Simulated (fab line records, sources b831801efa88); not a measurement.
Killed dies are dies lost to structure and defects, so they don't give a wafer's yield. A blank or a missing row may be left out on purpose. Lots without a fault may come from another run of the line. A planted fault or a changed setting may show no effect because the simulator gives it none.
A struck lot beside a sound one | flow sky130 | 14 steps out of a route of 708
Sound: wafers L758.1, L758.3, L758.5. Struck: wafers L770.2, L770.5, L770.6. The cause comes at the end.
At each step with rows: each side's tool, then ch and its chambers, then its first start. Under that, the readings that differ: sound wafers | struck wafers | difference of the means | sigmas: that difference in standard deviations of wafers without a fault.
alike: readings whose means differ by less than 2 such deviations, and words and numbers that are the same on both sides. not compared: withheld readings, readings that some wafer has no value for, bounds like >300 that may hide the same value, and numbers for which the record gives no deviation and whose values overlap.
The two part at a step that has a row with sigmas, a row that says differs or no value, or rows on one side only. Numbers that don't overlap but have no deviation are shown without sigmas and don't part them. A reading that every wafer of one side lacks parts them only if that side has two wafers or more.

first, 4 steps without rows for these wafers: SKY_VIA1_SOFTBAKE_08 (time 90 s); SKY_VIA1_EXPOSE_09 (exposes mask VIM, target cd 150 nm); SKY_VIA1_PEB_10; SKY_VIA1_DEVELOP_11 (develop time 60 s).
SKY_VIA1_CD_MEAS_12: target cd 150 nm.
  sound on cd_sem-02, day 35 18:46; struck on cd_sem-01, day 39 06:31
  alike: cd_nm
SKY_VIA1_OVL_MEAS_13:
  sound on overlay-02, day 35 18:53; struck on overlay-01, day 39 06:37
  alike: VIA1_OVL
SKY_VIA1_ETCH_14: etches BARC in N2/H2, stops on SiO2, time 45.9 s, target depth 60 nm.
  sound on rie_diel-03 ch 0,3, day 35 18:56; struck on rie_diel-02 ch 1,2, day 39 06:39
  alike: drypump_motor_current_A, oes_product_au, rf_fwd_power_W, throttle_valve_pct
  not compared: rf_hours_counter_h
SKY_VIA1_ETCH_15: etches SiO2 in C4F8/O2/Ar, stops on TiN, target depth 351 nm, time 54 s.
  sound on rie_diel-03 ch 0,3, day 35 18:58; struck on rie_diel-02 ch 1,2, day 39 06:43
  alike: oes_product_au, rf_fwd_power_W
  not compared: rf_hours_counter_h
SKY_VIA1_STRIP_16: strips in O2/N2.
  sound on plasma_asher-03 ch 0,1, day 35 19:01; struck on plasma_asher-01 ch 0,1, day 39 06:47
  alike: drypump_motor_current_A, oes_product_au, strip_time_to_endpoint_s
  not compared: rf_hours_counter_h
then, 3 steps without rows for these wafers: SKY_VIA1_STRIP_17 (strips in post etch residue remover, time 1200 s); SKY_VIA1_CLEAN_18 (cleans in IPA, time 180 s); SKY_VIA1_CLEAN_19 (cleans in O3/DIW).
SKY_VIA1_SPUTTER_20: material TiN, target thk 20 nm, time 80 s.
  sound on pvd_sputter-01, day 35 19:39; struck on pvd_sputter-03, day 39 07:23
  no value came back on the struck wafers for cathode_dc_power_W (W), chamber_pressure_pa (Pa), throttle_valve_pct (%); on the sound wafers cathode_dc_power_W (W) reads 3999.4 4000.1 3998.9
SKY_VIA1_CVD_21: deposits W, target thk 270 nm, time 80.902 s.
  sound on cvd_w-01 ch 0,1, day 35 19:43; struck on cvd_w-02 ch 0,1, day 39 07:26
  alike: heater_power_w

WHERE THEY PART
Only at SKY_VIA1_SPUTTER_20, within this record. Later steps at which nothing parts them and some readings are alike: SKY_VIA1_CVD_21.

WHY: what the simulator had put in
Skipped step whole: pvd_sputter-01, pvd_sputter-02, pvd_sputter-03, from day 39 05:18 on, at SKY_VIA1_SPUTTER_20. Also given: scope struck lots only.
